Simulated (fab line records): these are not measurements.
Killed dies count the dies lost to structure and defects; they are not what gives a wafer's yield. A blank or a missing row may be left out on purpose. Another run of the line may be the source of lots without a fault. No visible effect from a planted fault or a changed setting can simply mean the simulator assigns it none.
What tool caused it? | flow sky130 | 14 lots, 42 wafers sampled, at 2 steps of a route of 708

WHAT THE GAUGES READ, wafer by wafer
Not one reading of a measure or inspect step in the record can be checked against a usual standard deviation.

EACH LOT AND THE TOOL THAT RAN IT (in order: tool; ch and the chambers of the sampled wafers; start)
lot  | SKY_FIELD_ISO_OXIDATION_01   | SKY_NWELL_CLEAN_00
L316 | furnace-02 ch 0, day 1 16:15 | wet-bench-03 ch 1, day 2 16:47
L317 | furnace-02 ch 0, day 1 20:25 | wet-bench-02 ch 2, day 2 23:26
L318 | furnace-02 ch 0, day 2 01:07 | wet-bench-01 ch 2, day 3 02:19
L319 | furnace-01 ch 0, day 2 06:07 | wet-bench-02 ch 2, day 3 07:22
L320 | furnace-01 ch 0, day 2 11:29 | wet-bench-01 ch 0, day 3 12:15
L321 | furnace-02 ch 0, day 2 18:21 | wet-bench-02 ch 2, day 3 18:02
L325 | furnace-01 ch 0, day 3 12:07 | wet-bench-01 ch 2, day 4 14:57
L326 | furnace-01 ch 0, day 3 18:04 | wet-bench-01 ch 0, day 4 23:17
L329 | furnace-02 ch 0, day 4 08:07 | wet-bench-02 ch 0, day 5 10:11
L334 | furnace-01 ch 0, day 5 09:17 | wet-bench-02 ch 3, day 6 12:24
L335 | furnace-02, day 5 14:10      | -
L336 | furnace-02, day 5 19:49      | -
L337 | furnace-01 ch 0, day 6 00:07 | wet-bench-02 ch 3, day 7 05:32
L338 | furnace-01 ch 0, day 6 06:15 | wet-bench-01 ch 0, day 7 12:17
- SKY_FIELD_ISO_OXIDATION_01: stabilise 600 s, purge 300 s, target thk 12 nm.
- SKY_NWELL_CLEAN_00: cleans in SC1/SC2, time 150 s.

WHAT THE TOOLS THEMSELVES READ (means of the sampled wafers that have a number; where no wafer has one, the mark that the record gives instead)
SKY_FIELD_ISO_OXIDATION_01.
lot  | tool       | ox-temp-c (C) | ox-temp-c-max | zone-power-bottom-pct (%) | zone-power-lower-pct (%)
L316 | furnace-02 | 900.5         | 903.9         | 25.9                      | 17.8
L317 | furnace-02 | 900.2         | 904.3         | 26.1                      | 17.9
L318 | furnace-02 | 900.2         | 904.1         | 26.1                      | 17.8
L319 | furnace-01 | 899.3         | 904.2         | 29.9                      | 16.2
L320 | furnace-01 | 899.9         | 905.0         | 30.0                      | 15.9
L321 | furnace-02 | 899.8         | 903.6         | 26.2                      | 17.8
L325 | furnace-01 | 900.0         | 904.8         | 30.1                      | 16.1
L326 | furnace-01 | 900.2         | 905.6         | 30.2                      | 16.0
L329 | furnace-02 | 899.9         | 903.2         | 26.1                      | 17.8
L334 | furnace-01 | 900.1         | 904.9         | 30.0                      | 16.0
L335 | furnace-02 | -             | -             | -                         | -
L336 | furnace-02 | -             | -             | -                         | -
L337 | furnace-01 | 900.5         | 906.9         | 30.1                      | 16.1
L338 | furnace-01 | 900.2         | 904.9         | 30.3                      | 16.1

THE ANSWER, worked out from the rows above alone
Rule: the usual values come from the lots themselves. Put in order of their means at a reading, lots are off if they are a third of the lots or fewer, leave a main group of 4 or more, and stand apart from it by a gap of 3 or more times the standard deviation of the main group's means; of several such gaps the widest counts. If all means in a main group match to the digits the tables above print for the reading, that group is not used. A lot without any number at a reading at which 4 lots or more have one is off too. Any other lot the step has rows for is counted as sound. First the gauges in route order, then the tools' own readings, where a lot's mean is used as printed above. The first step at which some lot is off is used, and at that step the reading that is off furthest; a lot without a number counts as furthest.
Off at SKY_FIELD_ISO_OXIDATION_01 (ox-temp-c): L335, L336. Without a number there: L335, L336. The main group has a mean of 900.1 C with a standard deviation of 0.31.
A tool fits if, at that step or a process step before it, it ran every lot that is off, and no sound lot after the first of them. One candidate fits, namely furnace-02 at SKY_FIELD_ISO_OXIDATION_01. A fault onset in the window from L329 (day 4 08:07, its last sound lot) to L335 (day 5 14:10, its first lot off) fits.
Blank at SKY_FIELD_ISO_OXIDATION_01 on the lots that are off, where sound lots have numbers: ox-temp-c, ox-temp-c-max, zone-power-bottom-pct, zone-power-lower-pct.

WHAT THE SIMULATOR PUT IN
Whole step skipped at SKY_FIELD_ISO_OXIDATION_01 on furnace-02, starting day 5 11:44. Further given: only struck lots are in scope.
Lots struck among those shown: L335, L336. The rule above found the same.
